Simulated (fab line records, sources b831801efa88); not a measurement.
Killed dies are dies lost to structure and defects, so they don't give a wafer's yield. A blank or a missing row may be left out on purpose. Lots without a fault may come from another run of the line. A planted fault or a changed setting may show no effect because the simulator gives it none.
Which tool did it? | flow sky130 | 11 lots, 33 wafers sampled, at 5 steps of a route of 708

WHAT THE GAUGES READ, wafer by wafer
SKY_SONOS_ONO_THK_MEAS_03. Usual: SONOS_ONO_CVD_02_THK 10.53 nm, standard deviation 0.13.
lot  | measured     | on            | SONOS_ONO_CVD_02_THK (nm) | flag
L192 | day 11 23:37 | film_metro-01 | 10.67 10.60 10.56         |
L194 | day 12 19:25 | film_metro-01 | 10.74 10.86 10.79         |
L196 | day 13 04:35 | film_metro-01 | 10.53 10.46 10.52         |
L198 | day 13 16:32 | film_metro-02 | 10.47 10.53 10.42         |
L199 | day 14 01:19 | film_metro-03 | 10.62 10.58 10.59         |
L200 | day 14 04:09 | film_metro-03 | 10.53 10.71 10.63         |
L207 | day 16 23:53 | film_metro-03 | 10.44 10.48 10.39         |
L208 | day 16 23:53 | film_metro-02 | 10.36 10.41 10.39         |
L210 | day 17 16:34 | film_metro-03 | 10.41 10.59 10.56         |
L211 | day 17 22:47 | film_metro-02 | 10.38 10.41 10.43         |
L213 | day 18 11:31 | film_metro-01 | 10.57 10.56 10.46         |

SKY_POLY_GATE_THK_MEAS_04. Usual: POLY_GATE_CVD_03_THK 75.1 nm, standard deviation 0.69.
lot  | measured     | on            | POLY_GATE_CVD_03_THK (nm) | flag
L192 | day 15 16:07 | film_metro-01 | 74.5 74.9 74.9            |
L194 | day 16 13:02 | film_metro-04 | 74.3 74.3 75.0            |
L196 | day 16 22:51 | film_metro-04 | 74.6 74.5 74.3            |
L198 | day 17 17:56 | film_metro-04 | 76.3 75.2 75.8            |
L199 | day 18 10:28 | film_metro-04 | 76.0 75.1 75.2            |
L200 | day 18 10:29 | film_metro-01 | 74.7 74.5 75.2            |
L207 | day 21 06:24 | film_metro-01 | 74.3 75.0 74.7            |
L208 | day 21 07:46 | film_metro-02 | 75.7 76.1 76.0            |
L210 | day 21 18:23 | film_metro-01 | 75.9 76.5 75.9            |
L211 | day 22 01:08 | film_metro-02 | 76.0 75.7 75.6            |
L213 | day 22 14:16 | film_metro-04 | 75.3 75.2 75.2            |

WHICH TOOL RAN EACH LOT (tool, then ch and the chambers of the sampled wafers, then the start)
lot  | SKY_SONOS_ONO_STRIP_17               | SKY_POLY_GATE_IMPLANT_02        | SKY_RES_PROTECT_STRIP_07
L192 | plasma_asher-04 ch 0, day 12 23:26   | implanter-04 ch 0, day 15 11:38 | plasma_asher-02 ch 0,1, day 15 11:46
L194 | plasma_asher-02 ch 0,1, day 13 20:56 | implanter-04 ch 0, day 16 11:17 | plasma_asher-04 ch 0, day 16 11:26
L196 | plasma_asher-01 ch 0,1, day 14 07:16 | implanter-02 ch 0, day 16 19:30 | plasma_asher-04 ch 0,1, day 16 19:37
L198 | plasma_asher-01 ch 0,1, day 14 20:35 | implanter-02 ch 0, day 17 16:05 | plasma_asher-03 ch 0,1, day 17 16:14
L199 | plasma_asher-01 ch 0,1, day 15 05:48 | implanter-02 ch 0, day 18 04:05 | plasma_asher-02 ch 0,1, day 18 04:13
L200 | plasma_asher-04 ch 0,1, day 15 08:16 | implanter-01 ch 0, day 18 04:32 | plasma_asher-02 ch 0,1, day 18 04:40
L207 | plasma_asher-01 ch 0,1, day 18 04:20 | implanter-04 ch 0, day 21 04:42 | plasma_asher-03 ch 0,1, day 21 04:50
L208 | plasma_asher-01 ch 0,1, day 18 04:38 | implanter-02 ch 0, day 21 04:55 | plasma_asher-02 ch 0,1, day 21 05:02
L210 | plasma_asher-04 ch 0,1, day 18 20:38 | implanter-02 ch 0, day 21 16:40 | plasma_asher-02 ch 0,1, day 21 16:49
L211 | plasma_asher-02 ch 1, day 19 05:19   | implanter-01 ch 0, day 21 23:26 | plasma_asher-04 ch 0,1, day 21 23:35
L213 | plasma_asher-02 ch 1, day 19 18:22   | implanter-04 ch 0, day 22 12:07 | plasma_asher-02 ch 0,1, day 22 12:14
- SKY_SONOS_ONO_STRIP_17: strips in O2/N2.
- SKY_POLY_GATE_IMPLANT_02
- SKY_RES_PROTECT_STRIP_07: strips in O2/N2.

WHAT THE TOOLS THEMSELVES READ (means of the sampled wafers that have a number; where no wafer has one, the mark that the record gives instead)
SKY_SONOS_ONO_STRIP_17. Usual: drypump_motor_current_A 5.8 A, standard deviation 0.34; n2_flow_sccm 299.8 sccm, standard deviation 0.89; oes_product_au 0.710 a.u., standard deviation 0.0047; strip_time_to_endpoint_s 14.09 s, standard deviation 0.035.
lot  | tool            | drypump_motor_current_A (A) | n2_flow_sccm (sccm) | oes_product_au (a.u.) | strip_time_to_endpoint_s (s) | flag
L192 | plasma_asher-04 | 5.4                         | 299.7               | 0.707                 | 14.11                        |
L194 | plasma_asher-02 | 5.9                         | 299.3               | 0.709                 | 14.07                        |
L196 | plasma_asher-01 | 5.7                         | 300.2               | 0.710                 | 14.04                        |
L198 | plasma_asher-01 | 5.8                         | 300.2               | 0.709                 | 14.12                        |
L199 | plasma_asher-01 | 5.9                         | 299.2               | 0.707                 | 14.14                        |
L200 | plasma_asher-04 | 5.6                         | 300.1               | 0.713                 | 14.10                        |
L207 | plasma_asher-01 | 5.9                         | 299.3               | 0.711                 | 14.09                        |
L208 | plasma_asher-01 | 5.9                         | 300.6               | 0.709                 | 14.10                        |
L210 | plasma_asher-04 | 5.6                         | 300.6               | 0.711                 | 14.08                        |
L211 | plasma_asher-02 | 5.4                         | 300.7               | 0.709                 | 14.06                        |
L213 | plasma_asher-02 | 5.4                         | 299.9               | 0.711                 | 14.08                        |

SKY_POLY_GATE_IMPLANT_02. Usual: beam_energy_keV 30.002, standard deviation 0.01; beam_on_s 38 s, standard deviation 4.6.
lot  | tool         | beam_energy_keV | beam_on_s (s) | flag
L192 | implanter-04 | 30.021          | 37            |
L194 | implanter-04 | 29.994          | 37            |
L196 | implanter-02 | 29.999          | 44            |
L198 | implanter-02 | 30.022          | 54            | OFF
L199 | implanter-02 | 30.000          | 53            | OFF
L200 | implanter-01 | 30.000          | 32            |
L207 | implanter-04 | 29.989          | 37            |
L208 | implanter-02 | 29.993          | 43            |
L210 | implanter-02 | 30.010          | 43            |
L211 | implanter-01 | 30.005          | 32            |
L213 | implanter-04 | 29.992          | 37            |

SKY_RES_PROTECT_STRIP_07. Usual: drypump_motor_current_A 5.8 A, standard deviation 0.46; n2_flow_sccm 299.8 sccm, standard deviation 0.88; oes_product_au 0.518 a.u., standard deviation 0.0043; strip_time_to_endpoint_s 23.28 s, standard deviation 0.035.
lot  | tool            | drypump_motor_current_A (A) | n2_flow_sccm (sccm) | oes_product_au (a.u.) | strip_time_to_endpoint_s (s) | flag
L192 | plasma_asher-02 | 6.0                         | 299.4               | 0.519                 | 23.24                        |
L194 | plasma_asher-04 | 5.3                         | 299.9               | 0.519                 | 23.26                        |
L196 | plasma_asher-04 | 5.5                         | 299.6               | 0.519                 | 23.34                        |
L198 | plasma_asher-03 | 6.2                         | 299.6               | 0.506                 | 24.19                        | OFF
L199 | plasma_asher-02 | 5.7                         | 299.7               | 0.508                 | 24.21                        | OFF
L200 | plasma_asher-02 | 6.0                         | 299.7               | 0.517                 | 23.30                        |
L207 | plasma_asher-03 | 6.2                         | 299.4               | 0.519                 | 23.28                        |
L208 | plasma_asher-02 | 5.7                         | 299.6               | 0.517                 | 23.28                        |
L210 | plasma_asher-02 | 6.0                         | 299.8               | 0.515                 | 23.31                        |
L211 | plasma_asher-04 | 5.5                         | 299.8               | 0.517                 | 23.23                        |
L213 | plasma_asher-02 | 5.7                         | 300.0               | 0.520                 | 23.28                        |

THE ANSWER, worked out from the rows above alone
Rule: a lot is off if the mean of its wafers that have a number lies more than 3 standard deviations from the usual mean. A lot without any number at a reading at which 4 lots or more have one is off too. The other lots that the step has rows for count as sound. The gauges are gone through in route order, then the tools' own readings, and for those a lot's mean is taken as printed above. The first step at which some lot is off is used, and at that step the reading that is off furthest; a lot without a number counts as furthest.
Off: L198, L199, at SKY_POLY_GATE_IMPLANT_02 (beam_on_s).
A tool fits if, at that step or a process step before it, it ran every lot that is off, and no sound lot after the first of them. None of those tried fits.

WHAT THE SIMULATOR HAD PUT IN
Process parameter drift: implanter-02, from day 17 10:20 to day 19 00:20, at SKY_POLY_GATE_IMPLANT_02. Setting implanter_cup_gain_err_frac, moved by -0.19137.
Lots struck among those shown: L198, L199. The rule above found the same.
